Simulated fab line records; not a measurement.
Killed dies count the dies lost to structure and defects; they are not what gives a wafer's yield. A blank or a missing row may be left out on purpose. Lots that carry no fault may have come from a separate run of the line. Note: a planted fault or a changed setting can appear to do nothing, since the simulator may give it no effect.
The tool behind it: which one?    flow gf180mcu    11 lots, 33 wafers sampled, at 5 steps of a route of 602

## WHAT EACH GAUGE READ, for each wafer
GF_VT_IMPLANT_RS_MEAS_49: measurement is done with a four-point probe. Usual: for MVPSD_RS the level is 1156.6 ohm/sq and the standard deviation is 2.5.
lot   measured      on             MVPSD_RS (ohm/sq)     flag
L390  day 7 13:38   film_metro-03  1157.6 1152.1 1156.6  
L391  day 7 19:41   film_metro-03  1151.2 1154.4 1154.8  
L392  day 8 02:41   film_metro-03  1158.2 1155.1 1155.5  
L399  day 10 03:10  film_metro-03  1156.8 1152.7 1150.7  
L400  day 10 09:37  film_metro-01  1160.6 1159.7 1158.0  
L401  day 10 12:14  film_metro-01  1156.9 1157.8 1156.5  
L402  day 10 20:31  film_metro-03  1156.1 1162.0 1157.3  
L403  day 11 03:02  film_metro-01  1157.2 1157.3 1157.7  
L411  day 13 18:26  film_metro-02  1154.5 1153.1 1155.0  
L412  day 13 18:34  film_metro-03  1159.7 1156.9 1154.1  
L413  day 13 23:41  film_metro-02  1152.2 1155.3 1155.5  

GF_HV_LDD_CD_MEAS_07: the cd target is 400 nm. Usual: cd_nm at 399.9 nm, with a standard deviation of 2.2.
lot   measured      on         cd_nm (nm)         flag
L390  day 9 22:55   cd_sem-01  401.2 398.2 400.8  
L391  day 10 06:13  cd_sem-01  397.9 399.0 398.3  
L392  day 10 14:40  cd_sem-02  399.9 401.3 399.5  
L399  day 12 21:01  cd_sem-02  398.7 401.9 399.3  
L400  day 13 02:16  cd_sem-01  400.5 400.0 402.7  
L401  day 13 04:26  cd_sem-01  401.5 401.9 398.7  
L402  day 13 14:34  cd_sem-01  398.7 399.1 400.1  
L403  day 13 20:49  cd_sem-01  399.6 396.7 396.1  
L411  day 16 18:19  cd_sem-01  410.1 408.6 411.1  OFF
L412  day 16 19:16  cd_sem-01  413.4 412.0 414.5  OFF
L413  day 17 01:37  cd_sem-01  395.9 398.1 397.2  

## EACH LOT AND THE TOOL THAT RAN IT (in order: tool; ch and the chambers of the sampled wafers; start)
lot   GF_VT_IMPLANT_RTA_45              GF_POLY_GATE_STRIP_14                 GF_HV_LDD_COAT_02
L390  rtp_anneal-02 ch 0, day 7 13:11   plasma_asher-01 ch 0,1, day 9 03:53   litho_track-03 ch 0, day 9 13:55
L391  rtp_anneal-01 ch 0, day 7 19:14   plasma_asher-01 ch 0,1, day 9 11:02   litho_track-01 ch 0, day 9 21:16
L392  rtp_anneal-01 ch 0, day 8 02:14   plasma_asher-04 ch 0,1, day 9 18:08   litho_track-04 ch 0, day 10 05:46
L399  rtp_anneal-02 ch 0, day 10 02:42  plasma_asher-03 ch 0,1, day 11 23:56  litho_track-04 ch 0, day 12 10:28
L400  rtp_anneal-01 ch 0, day 10 09:09  plasma_asher-01 ch 0,1, day 12 03:47  litho_track-04 ch 0, day 12 16:28
L401  rtp_anneal-02 ch 0, day 10 11:46  plasma_asher-01 ch 0,1, day 12 07:52  litho_track-03 ch 0, day 12 19:10
L402  rtp_anneal-02 ch 0, day 10 20:03  plasma_asher-04 ch 0,1, day 12 16:08  litho_track-03 ch 0, day 13 03:58
L403  rtp_anneal-02 ch 0, day 11 02:34  plasma_asher-03 ch 0,1, day 12 22:55  litho_track-03 ch 0, day 13 10:37
L411  rtp_anneal-02 ch 0, day 13 17:58  plasma_asher-03 ch 0,1, day 15 17:46  litho_track-04 ch 0, day 16 06:46
L412  rtp_anneal-01 ch 0, day 13 18:06  plasma_asher-01 ch 0,1, day 15 19:14  litho_track-04 ch 0, day 16 08:01
L413  rtp_anneal-01 ch 0, day 13 23:13  plasma_asher-03 ch 0,1, day 16 00:20  litho_track-03 ch 0, day 16 13:58
- GF_VT_IMPLANT_RTA_45: time 30 s.
- GF_POLY_GATE_STRIP_14: strips in O2/N2.
- GF_HV_LDD_COAT_02: resist thk 1000 nm.

## WHAT THE TOOLS THEMSELVES READ (means of the sampled wafers that have a number; where no wafer has one, the mark that the record gives instead)
GF_VT_IMPLANT_RTA_45. Usual: lamp_power_pct 35.7 %, standard deviation 1; wafer_temp_C_max 1055.7, standard deviation 1.3.
lot   tool           lamp_power_pct (%)  wafer_temp_C_max  flag
L390  rtp_anneal-02  36.5                1056.6            
L391  rtp_anneal-01  34.5                1056.8            
L392  rtp_anneal-01  34.5                1057.6            
L399  rtp_anneal-02  36.6                1054.8            
L400  rtp_anneal-01  34.5                1056.8            
L401  rtp_anneal-02  36.5                1055.1            
L402  rtp_anneal-02  36.6                1055.3            
L403  rtp_anneal-02  36.5                1055.4            
L411  rtp_anneal-02  36.6                1054.7            
L412  rtp_anneal-01  34.5                1056.6            
L413  rtp_anneal-01  34.5                1055.1            

GF_POLY_GATE_STRIP_14. Usual: chamber_pressure_mTorr 1499.9 mTorr, standard deviation 1.4; drypump_motor_current_A 5.5 A, standard deviation 0.34; heater_power_w 324 W, standard deviation 19; n2_flow_sccm 300.1 sccm, standard deviation 0.74; oes_product_au 0.501 a.u., standard deviation 0.0046.
lot   tool             chamber_pressure_mTorr (mTorr)  drypump_motor_current_A (A)  heater_power_w (W)  n2_flow_sccm (sccm)  oes_product_au (a.u.)  flag
L390  plasma_asher-01  1501.1                          5.5                          318                 300.1                0.501                  
L391  plasma_asher-01  1499.7                          5.5                          320                 300.4                0.500                  
L392  plasma_asher-04  1500.3                          5.5                          309                 300.0                0.503                  
L399  plasma_asher-03  1500.7                          5.3                          341                 300.0                0.499                  
L400  plasma_asher-01  1498.9                          5.7                          315                 299.9                0.502                  
L401  plasma_asher-01  1500.7                          5.8                          311                 299.7                0.496                  
L402  plasma_asher-04  1500.5                          5.4                          304                 300.5                0.502                  
L403  plasma_asher-03  1499.6                          5.3                          342                 299.6                0.499                  
L411  plasma_asher-03  1500.6                          5.3                          342                 300.7                0.501                  
L412  plasma_asher-01  1499.5                          5.8                          314                 300.8                0.499                  
L413  plasma_asher-03  1498.3                          5.3                          342                 300.0                0.494                  

GF_HV_LDD_COAT_02. Usual: spin_speed_rpm at 3000.0 rpm, with a standard deviation of 1.7.
lot   tool            spin_speed_rpm (rpm)  flag
L390  litho_track-03  2998.9                
L391  litho_track-01  2999.3                
L392  litho_track-04  3000.1                
L399  litho_track-04  2999.6                
L400  litho_track-04  3003.0                
L401  litho_track-03  2999.0                
L402  litho_track-03  2998.9                
L403  litho_track-03  3000.9                
L411  litho_track-04  3654.1                OFF
L412  litho_track-04  3652.4                OFF
L413  litho_track-03  2998.6                

## THE ANSWER, worked out from the rows above alone
Rule: lot off if the mean of its wafers having a number is beyond 3 standard deviations from the usual mean. A lot without any number at a reading at which 4 lots or more have one is off too. All remaining lots with rows at the step are treated as sound. The gauges are gone through in route order, then the tools' own readings, and for those a lot's mean is taken as printed above. At the first step where some lot is off, the reading lying furthest off is the one used; lots without a number count as furthest.
Off: L411, L412, at GF_HV_LDD_CD_MEAS_07 (cd_nm).
If a tool, at a process step before that reading, ran all the lots that are off and no sound lot after the first of them, it fits. The gauges at GF_HV_LDD_CD_MEAS_07 aren't tried: what is off there is off at GF_HV_LDD_COAT_02 too, on other tools, and a gauge's error can't cause that. One fits: litho_track-04 at GF_HV_LDD_COAT_02. A fault onset in the window from L400 (day 12 16:28, its last sound lot) to L411 (day 16 06:46, its first lot off) fits.
On the lots that are off, the tool's own readings at GF_HV_LDD_COAT_02 differ by more than 5 times the standard deviation of the sound lots' means, which bears it out; spin_speed_rpm reads 3653.2 rpm there versus 2999.8 rpm on the sound lots.

## WHAT HAD BEEN PUT IN BY THE SIMULATOR
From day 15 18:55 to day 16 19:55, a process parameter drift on litho_track-04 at GF_HV_LDD_COAT_02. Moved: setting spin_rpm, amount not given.
Lots struck among those shown: L411, L412. Same finding as the rule above.
